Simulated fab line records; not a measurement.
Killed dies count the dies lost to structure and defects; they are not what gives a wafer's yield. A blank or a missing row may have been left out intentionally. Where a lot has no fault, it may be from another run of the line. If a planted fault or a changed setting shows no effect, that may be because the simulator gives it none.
Which of the tools did it? || flow gf180mcu || 21 wafers sampled from 7 lots at 1 step of a route of 602

== WHAT EACH GAUGE READ, for each wafer ==
GF_SAB_CD_MEAS_09: the cd target is 420 nm.
{"lot": "L509", "measured": "day 16 22:11", "on": "cd_sem-02", "cd_nm (nm)": "421.0 420.2 418.2"}
{"lot": "L512", "measured": "day 18 00:13", "on": "cd_sem-01", "cd_nm (nm)": "424.8 422.4 421.3"}
{"lot": "L514", "measured": "day 18 20:13", "on": "cd_sem-01", "cd_nm (nm)": "420.2 421.5 420.4"}
{"lot": "L517", "measured": "day 20 00:17", "on": "cd_sem-02", "cd_nm (nm)": "419.3 420.3 415.2"}
{"lot": "L519", "measured": "day 20 13:42", "on": "cd_sem-02", "cd_nm (nm)": "422.0 423.9 421.7"}
{"lot": "L523", "measured": "day 21 22:47", "on": "cd_sem-01", "cd_nm (nm)": "421.3 420.2 420.9"}
{"lot": "L528", "measured": "day 23 10:44", "on": "cd_sem-01", "cd_nm (nm)": "417.2 418.0 418.5"}

== EACH LOT AND THE TOOL THAT RAN IT (in order: tool; ch and the chambers of the sampled wafers; start) ==
The record holds no process step before these readings.

== THE ANSWER, worked out from the rows above alone ==
Rule: the usual values come from the lots themselves. The widest of any qualifying gaps counts: lots, ordered by their means at a reading, are off when they make up no more than a third of the lots, leave a main group of 4 or more, and stand apart from it by 3 or more times the standard deviation of that group's means. A main group is skipped when, at the precision printed for the reading in the tables above, its means are all equal. Also off: a lot with no number at a reading for which 4 or more lots have one. Any other lot the step has rows for is counted as sound.
None of the lots is off at any reading shown; this tells nothing.

== WHAT THE SIMULATOR HAD PUT IN ==
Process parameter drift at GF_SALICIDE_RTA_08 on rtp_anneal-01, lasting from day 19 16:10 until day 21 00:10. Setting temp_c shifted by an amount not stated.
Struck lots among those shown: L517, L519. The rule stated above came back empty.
